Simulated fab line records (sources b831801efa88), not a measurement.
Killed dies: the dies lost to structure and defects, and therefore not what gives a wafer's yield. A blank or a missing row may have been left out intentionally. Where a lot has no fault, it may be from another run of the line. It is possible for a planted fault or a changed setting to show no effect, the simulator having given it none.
fab line records	flow sky130
record: lots: 12	wafers: 36	last_day: 50
route steps=708 shown VT_ADJUST_PCH@153 SONOS_ONO@181 GATE_OXIDE@201 LDD_N@247
lots that met no fault: taken from a fault-free run of the same line
start_h: start of the lot's first displayed wafer, in hours after the record's first day	wait_h: how many hours have passed since the lot's step before this one	" same as the row above	L1.1+2: a single row standing in for several wafers	- either no value or no given start	* or withheld: withheld	< > ~ a bound
route shown NAME@n: names a module that has steps shown in the file, with the first one's number in the route	usual: the fault-free wafers' mean and standard deviation	same: alike in all rows	chamber/n: place in a boat	sites: readings site by site	_std_site: the standard deviation of these	_edge_site: inner sites' mean taken away from outer sites' mean	radius_mm: how far each site lies from the wafer's centre	mask NAME#n: copy n	behind: the last tool/chamber to shape the wafer	hold: why the lot was held/for how many hours/how that ended	device: names the non-switching transistor (n, p or np)	end of line: tests of these same wafers at the route's end	for a step that has no rows: nothing shown but its recipe	killed: dies lost to structure and defects at the first sort, not the wafer's yield	map: per-die view of a wafer (x killed, . not killed, _ where there is no die)
set.NAME: the setting that was run; set.NAME@STEP: the one run at that earlier step	model.NAME: the simulator's own value behind a step, which no gauge read
the route's steps for a sample of lots (tables are steps, rows are wafers)
services: from which hour (start_h, from the record's first day; less than 0 if before it) a tool's chamber was out of use, for how many hours, and why
== steps ==
step: SKY_VT_ADJUST_PCH_TW_MEAS_10
usual: VT_ADJUST_PCH_TW: 141.7/0.79
lot.wafer	tool	chamber	start_h	wait_h	VT_ADJUST_PCH_TW
L536.2	film_metro-01	-	244.07	0.1	142.7
L536.4	"	-	"	"	142.3
L536.6	"	-	"	"	141.5
L538.2	film_metro-01	-	254.71	0.1	142.4
L538.3	"	-	"	"	142.6
L538.6	"	-	"	"	142.2
L540.1	film_metro-04	-	267.80	0.1	140.8
L540.5	"	-	"	"	140.5
L540.6	"	-	"	"	141.0
L542.4	film_metro-01	-	289.93	0.1	142.3
L542.5	"	-	"	"	143.1
L542.6	"	-	"	"	143.3
L543.1	film_metro-04	-	294.45	0.1	140.8
L543.2	"	-	"	"	140.8
L543.3	"	-	"	"	139.9
L546.2	film_metro-04	-	318.56	0.1	140.8
L546.5	"	-	"	"	140.7
L546.6	"	-	"	"	141.3
L547.2	film_metro-01	-	324.52	0.1	143.1
L547.4	"	-	"	"	142.5
L547.6	"	-	"	"	142.2
L553.2	film_metro-01	-	369.51	0.1	142.0
L553.3	"	-	"	"	142.4
L553.4	"	-	"	"	141.9
L554.2	film_metro-04	-	378.66	0.1	141.3
L554.3	"	-	"	"	142.0
L554.5	"	-	"	"	141.1
L555.1	film_metro-02	-	384.00	0.1	141.3
L555.2	"	-	"	"	141.6
L555.6	"	-	"	"	140.8
L556.2	film_metro-01	-	394.77	0.1	141.9
L556.5	"	-	"	"	142.6
L556.6	"	-	"	"	141.7
L557.1	film_metro-04	-	403.40	0.1	141.3
L557.4	"	-	"	"	142.2
L557.5	"	-	"	"	142.0
step: SKY_SONOS_ONO_CD_MEAS_13
recipe: target_cd_nm: 410
usual: cd_nm: 409.3/1.8
lot.wafer	tool	chamber	start_h	wait_h	cd_nm
L536.2	cd_sem-01	-	299.54	0.1	411.4
L536.4	"	-	"	"	410.0
L536.6	"	-	"	"	409.7
L538.2	cd_sem-01	-	309.79	0.1	409.6
L538.3	"	-	"	"	410.3
L538.6	"	-	"	"	409.8
L540.1	cd_sem-01	-	322.92	0.1	409.6
L540.5	"	-	"	"	407.1
L540.6	"	-	"	"	409.0
L542.4	cd_sem-02	-	349.88	0.1	411.1
L542.5	"	-	"	"	411.5
L542.6	"	-	"	"	412.7
L543.1	cd_sem-02	-	355.67	0.1	409.6
L543.2	"	-	"	"	408.5
L543.3	"	-	"	"	408.4
L546.2	cd_sem-02	-	375.74	0.1	409.5
L546.5	"	-	"	"	408.5
L546.6	"	-	"	"	408.4
L547.2	cd_sem-02	-	385.69	0.1	410.9
L547.4	"	-	"	"	412.6
L547.6	"	-	"	"	414.1
L553.2	cd_sem-02	-	434.74	0.1	409.4
L553.3	"	-	"	"	410.1
L553.4	"	-	"	"	410.0
L554.2	cd_sem-01	-	443.64	0.1	410.3
L554.3	"	-	"	"	410.3
L554.5	"	-	"	"	411.9
L555.1	cd_sem-02	-	450.02	0.1	408.4
L555.2	"	-	"	"	410.2
L555.6	"	-	"	"	410.7
L556.2	cd_sem-01	-	459.84	0.1	411.4
L556.5	"	-	"	"	409.9
L556.6	"	-	"	"	410.6
L557.1	cd_sem-01	-	470.17	0.1	405.6
L557.4	"	-	"	"	406.4
L557.5	"	-	"	"	407.7
step: SKY_GATE_OXIDE_TW_MEAS_14
usual: GATE_OXIDE_TW: 220.7/1.8
lot.wafer	tool	chamber	start_h	wait_h	GATE_OXIDE_TW
L536.2	film_metro-04	-	326.66	0.1	220.4
L536.4	"	-	"	"	220.3
L536.6	"	-	"	"	220.9
L538.2	film_metro-03	-	339.22	0.1	217.1
L538.3	"	-	"	"	217.8
L538.6	"	-	"	"	218.9
L540.1	film_metro-03	-	353.31	0.1	218.5
L540.5	"	-	"	"	217.6
L540.6	"	-	"	"	218.7
L542.4	film_metro-04	-	382.35	0.1	220.3
L542.5	"	-	"	"	221.3
L542.6	"	-	"	"	220.4
L543.1	film_metro-02	-	386.06	0.1	221.7
L543.2	"	-	"	"	221.4
L543.3	"	-	"	"	222.0
L546.2	film_metro-02	-	408.48	0.1	223.1
L546.5	"	-	"	"	222.6
L546.6	"	-	"	"	223.3
L547.2	film_metro-02	-	419.51	0.1	222.8
L547.4	"	-	"	"	222.7
L547.6	"	-	"	"	223.6
L553.2	film_metro-04	-	469.47	0.1	222.0
L553.3	"	-	"	"	222.3
L553.4	"	-	"	"	222.5
L554.2	film_metro-03	-	477.47	0.1	218.5
L554.3	"	-	"	"	217.9
L554.5	"	-	"	"	218.4
L555.1	film_metro-04	-	483.11	0.1	220.9
L555.2	"	-	"	"	220.7
L555.6	"	-	"	"	220.4
L556.2	film_metro-04	-	493.12	0.1	220.9
L556.5	"	-	"	"	221.2
L556.6	"	-	"	"	220.3
L557.1	film_metro-03	-	504.41	0.1	218.9
L557.4	"	-	"	"	219.4
L557.5	"	-	"	"	218.2
step: SKY_LDD_N_IMPLANT_10
recipe: species: As	energy_kev: 20	dose_cm2: 7.5e+13	tilt_deg: withheld	rotation_deg: 203
usual: dose_ions_cm2: 7.501e+13/7.9e+10	faraday_current_uA: 423/8.5
lot.wafer	tool	chamber	start_h	wait_h	dose_ions_cm2	faraday_current_uA
L536.2	implanter-01	0	426.33	0.1	7.515e+13	429
L536.4	"	0	"	"	7.488e+13	414
L536.6	"	0	"	"	7.501e+13	419
L538.2	implanter-01	0	433.53	0.1	7.504e+13	422
L538.3	"	0	"	"	7.499e+13	421
L538.6	"	0	"	"	7.498e+13	412
L540.1	implanter-03	0	450.65	0.1	7.509e+13	422
L540.5	"	0	"	"	7.502e+13	435
L540.6	"	0	"	"	7.495e+13	421
L542.4	implanter-01	0	485.03	0.1	7.505e+13	434
L542.5	"	0	"	"	7.506e+13	435
L542.6	"	0	"	"	7.493e+13	426
L543.1	implanter-03	0	486.85	0.1	4.957e+13	271
L543.2	"	0	"	"	4.955e+13	280
L543.3	"	0	"	"	4.948e+13	277
L546.2	implanter-01	0	509.93	0.1	7.499e+13	416
L546.5	"	0	"	"	7.501e+13	430
L546.6	"	0	"	"	7.509e+13	425
L547.2	implanter-03	0	518.83	0.1	4.948e+13	278
L547.4	"	0	"	"	4.954e+13	276
L547.6	"	0	"	"	4.949e+13	276
L553.2	implanter-01	0	568.58	0.1	7.504e+13	436
L553.3	"	0	"	"	7.504e+13	438
L553.4	"	0	"	"	7.499e+13	422
L554.2	implanter-01	0	575.88	0.1	7.506e+13	418
L554.3	"	0	"	"	7.499e+13	429
L554.5	"	0	"	"	7.504e+13	427
L555.1	implanter-03	0	580.46	0.1	7.499e+13	423
L555.2	"	0	"	"	7.492e+13	427
L555.6	"	0	"	"	7.497e+13	433
L556.2	implanter-03	0	589.58	0.1	7.497e+13	415
L556.5	"	0	"	"	7.5e+13	429
L556.6	"	0	"	"	7.489e+13	432
L557.1	implanter-03	0	599.96	0.1	7.498e+13	422
L557.4	"	0	"	"	7.518e+13	403
L557.5	"	0	"	"	7.511e+13	421
step: SKY_LDD_N_STRIP_16
recipe: chemistry: O2/N2	power_w: 1400	pressure_mtorr: 1500	platen_temp_c: withheld	o2_flow_sccm: 3000	n2_flow_sccm: 300	overash_fraction: 0.5
usual: drypump_motor_current_A: 6.0/0.42	oes_product_au: 0.407/0.0044	strip_time_to_endpoint_s: 4.318/0.015
lot.wafer	tool	chamber	start_h	wait_h	drypump_motor_current_A	oes_product_au	rf_hours_counter_h	strip_time_to_endpoint_s
L536.2	plasma_asher-03	1	427.21	0.1	6.2	0.409	74	4.290
L536.4	"	1	"	"	6.3	0.404	-	4.305
L536.6	"	0	"	"	6.6	0.412	-	4.313
L538.2	plasma_asher-02	1	434.41	0.1	6.0	0.403	58	4.354
L538.3	"	1	"	"	6.0	0.407	-	4.341
L538.6	"	1	"	"	6.0	0.406	-	4.318
L540.1	plasma_asher-03	1	451.55	0.1	6.3	0.408	76	4.334
L540.5	"	0	"	"	6.6	0.413	-	4.348
L540.6	"	1	"	"	6.3	0.408	-	4.341
L542.4	plasma_asher-04	0	485.88	0.1	5.5	0.412	-	4.333
L542.5	"	0	"	"	5.5	0.400	-	4.343
L542.6	"	1	"	"	5.4	0.412	-	4.330
L543.1	plasma_asher-04	1	487.75	0.1	5.4	0.420	37	4.236
L543.2	"	0	"	"	5.5	0.410	37	4.239
L543.3	"	0	"	"	5.5	0.406	-	4.232
L546.2	plasma_asher-02	1	510.81	0.1	6.0	0.408	66	4.313
L546.5	"	0	"	"	6.2	0.399	-	4.313
L546.6	"	1	"	"	6.0	0.412	-	4.308
L547.2	plasma_asher-03	0	519.70	0.1	6.6	0.406	83	4.249
L547.4	"	0	"	"	6.6	0.411	-	4.240
L547.6	"	1	"	"	6.3	0.408	-	4.253
L553.2	plasma_asher-04	0	569.45	0.1	5.5	0.399	45	4.291
L553.3	"	1	"	"	5.4	0.406	-	4.296
L553.4	"	0	"	"	5.5	0.411	-	4.323
L554.2	plasma_asher-02	0	576.75	0.1	6.1	0.407	72	4.299
L554.3	"	0	"	"	6.1	0.410	-	4.304
L554.5	"	1	"	"	6.0	0.411	-	4.306
L555.1	plasma_asher-03	0	581.36	0.1	6.6	0.410	88	4.330
L555.2	"	1	"	"	6.3	0.404	88	4.316
L555.6	"	0	"	"	6.6	0.409	-	4.307
L556.2	plasma_asher-02	1	590.45	0.1	6.0	0.402	73	4.290
L556.5	"	0	"	"	6.2	0.409	-	4.315
L556.6	"	1	"	"	6.0	0.400	-	4.303
L557.1	plasma_asher-03	0	600.86	0.1	6.6	0.407	91	4.334
L557.4	"	0	"	"	6.6	0.412	-	4.303
L557.5	"	1	"	"	6.3	0.401	-	4.319
== services ==
tool	chamber	start_h	hours	kind
implanter-01	-	428.01	2.4	repair
plasma_asher-03	-	437.57	1.1	repair
plasma_asher-03	-	442.62	6.7	repair
plasma_asher-03	-	466.06	1.7	repair
implanter-03	-	511.64	3.7	pm
plasma_asher-03	-	532.71	5.9	repair
implanter-01	-	563.43	3.1	repair
implanter-03	-	576.57	1.5	repair
implanter-01	-	577.84	4.4	repair
implanter-01	-	595.01	1.7	repair
== key ==
first_sign: step: SKY_LDD_N_IMPLANT_10	reading: dose_ions_cm2	direction: down	sigmas: 99+	usual: *	struck: *
effect: step: SKY_LDD_N_IMPLANT_10	reading: faraday_current_uA	direction: down	sigmas: 17	usual: 423	struck: 276
effect: step: SKY_LDD_N_STRIP_16	reading: strip_time_to_endpoint_s	direction: down	sigmas: 5	usual: *	struck: *
met_at SKY_LDD_N_IMPLANT_10
struck_lots L543,L547
tester_left_out L543,L547
not_acting_at SKY_VT_ADJUST_PCH_TW_MEAS_10,SKY_SONOS_ONO_CD_MEAS_13,SKY_GATE_OXIDE_TW_MEAS_14
onset_between 450.65 486.85
fault: kind: process_parameter_drift	tool: implanter-03	chamber: -	onset_h: 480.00	steps: SKY_LDD_N_IMPLANT_10	channel: dose_cm2	offset: *	shape: step	end_h: 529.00	acts_in: *	stated: *
tester_left_out: of these lots the tester's yield and bins aren't shown, on N5 and GAA mostly nor the transistor test; their killed dies are dies lost to structure and defects alone, not to doping, threshold or leakage, so they don't give the yield
